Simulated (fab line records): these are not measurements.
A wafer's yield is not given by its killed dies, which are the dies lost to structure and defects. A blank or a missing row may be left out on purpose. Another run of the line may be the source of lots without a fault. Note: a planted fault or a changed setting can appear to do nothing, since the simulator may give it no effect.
Which tool was responsible? -- flow gf180mcu -- 13 lots with 39 wafers sampled at 3 steps, on a route of 602 steps

WHAT EACH GAUGE READ, for each wafer
GF_V2_THK_MEAS_03. Usual: V2_CVD_02_THK 852 nm, standard deviation 11.
lot,measured,on,V2_CVD_02_THK (nm),flag
L954,day 19 01:38,film-metro-01,836 836 862,
L956,day 20 03:03,film-metro-01,848 868 860,
L958,day 21 01:55,film-metro-01,860 863 847,
L959,day 21 17:21,film-metro-01,841 852 884,
L961,day 22 01:09,film-metro-04,832 840 871,
L962,day 22 10:22,film-metro-04,845 866 847,
L965,day 23 12:43,film-metro-04,859 871 868,
L969,day 24 14:49,film-metro-01,858 890 856,
L971,day 25 07:38,film-metro-02,839 835 847,
L972,day 25 18:23,film-metro-04,833 833 856,
L975,day 26 12:23,film-metro-02,837 850 849,
L976,day 26 18:34,film-metro-01,854 855 855,
L977,day 27 02:22,film-metro-02,829 830 856,

GF_M3_CD_MEAS_14: target cd 280 nm. Usual: cd-nm at 280.2 nm, with a standard deviation of 1.3.
lot,measured,on,cd-nm (nm),flag
L954,day 21 04:33,cd-sem-01,280.4 279.5 279.8,
L956,day 22 05:04,cd-sem-02,279.5 278.7 279.1,
L958,day 23 03:51,cd-sem-01,281.4 282.0 281.4,
L959,day 23 18:14,cd-sem-02,279.4 280.3 280.3,
L961,day 24 01:38,cd-sem-02,281.7 280.5 280.5,
L962,day 24 10:02,cd-sem-01,281.8 281.5 281.0,
L965,day 25 10:07,cd-sem-01,279.0 281.4 280.9,
L969,day 26 12:11,cd-sem-01,280.5 280.1 279.6,
L971,day 27 04:35,cd-sem-01,281.4 281.4 281.2,
L972,day 27 13:29,cd-sem-01,282.1 283.0 282.2,
L975,day 28 07:15,cd-sem-02,277.7 278.8 279.2,
L976,day 28 13:07,cd-sem-01,277.6 277.9 277.5,
L977,day 28 20:07,cd-sem-01,279.4 279.6 281.5,

WHAT TOOL EACH LOT RAN ON (gives the tool, then ch and the chambers of the sampled wafers, and finally the start)
lot,GF_M3_SPUTTER_04
L954,"pvd-sputter-03, day 20 03:45"
L956,"pvd-sputter-02, day 21 05:16"
L958,"pvd-sputter-02, day 22 04:25"
L959,"pvd-sputter-03, day 22 19:10"
L961,"pvd-sputter-02, day 23 02:57"
L962,"pvd-sputter-03, day 23 11:54"
L965,"pvd-sputter-02, day 24 12:44"
L969,"pvd-sputter-04, day 25 14:42"
L971,"pvd-sputter-04, day 26 07:19"
L972,"pvd-sputter-04, day 26 17:36"
L975,"pvd-sputter-03, day 27 11:23"
L976,"pvd-sputter-03, day 27 18:05"
L977,"pvd-sputter-02, day 28 00:32"
- GF_M3_SPUTTER_04: material TiN, target thk 50 nm, time 41.7 s.

WHAT THE TOOLS THEMSELVES READ (means of the sampled wafers that have a number; where no wafer has one, the mark that the record gives instead)
GF_M3_SPUTTER_04. Usual: chamber-pressure-pa 0.4001 Pa, standard deviation 0.00096; throttle-valve-pct 30.1 %, standard deviation 0.81.
lot,tool,chamber-pressure-pa (Pa),throttle-valve-pct (%),flag
L954,pvd-sputter-03,0.4004,29.7,
L956,pvd-sputter-02,0.4012,30.4,
L958,pvd-sputter-02,0.3998,30.8,
L959,pvd-sputter-03,0.4003,29.9,
L961,pvd-sputter-02,0.4005,30.6,
L962,pvd-sputter-03,0.4001,30.7,
L965,pvd-sputter-02,0.4004,30.1,
L969,pvd-sputter-04,0.4003,30.0,
L971,pvd-sputter-04,0.4625,27.6,OFF
L972,pvd-sputter-04,0.4617,27.7,OFF
L975,pvd-sputter-03,0.4001,30.2,
L976,pvd-sputter-03,0.3998,30.4,
L977,pvd-sputter-02,0.4011,31.1,

THE ANSWER, worked out from the rows above alone
Rule: a lot is off if the mean of its wafers that have a number lies more than 3 standard deviations from the usual mean. A lot without any number at a reading at which 4 lots or more have one is off too. All remaining lots with rows at the step are treated as sound. Order of review: gauges by route order, followed by the tools' own readings, for which a lot's mean as printed above is used. At the first step where some lot is off, the reading lying furthest off is the one used; lots without a number count as furthest.
Off, at GF_M3_SPUTTER_04 on chamber-pressure-pa: L971, L972.
If a tool, at that step or one of the process steps before it, ran each lot that is off and ran no sound lot following the first of them, it fits. One fits: GF_M3_SPUTTER_04 on pvd-sputter-04. Its last sound lot is L969 (day 25 14:42), its first lot that is off L971 (day 26 07:19): a fault that began between those two fits.
The tool's own readings at GF_M3_SPUTTER_04 bear it out: on the lots that are off they differ by more than 5 times the standard deviation of the sound lots' means. chamber-pressure-pa reads 0.4621 Pa there against 0.4004 Pa on the sound lots; throttle-valve-pct reads 27.6 % there against 30.4 % on the sound lots.

WHAT HAD BEEN PUT IN BY THE SIMULATOR
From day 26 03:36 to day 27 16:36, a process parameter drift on pvd-sputter-04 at GF_M3_SPUTTER_04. Setting chamber-pressure-pa, moved by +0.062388, from 0.4. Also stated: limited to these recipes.
Lots struck among those shown: L971, L972. This agrees with what the rule above found.
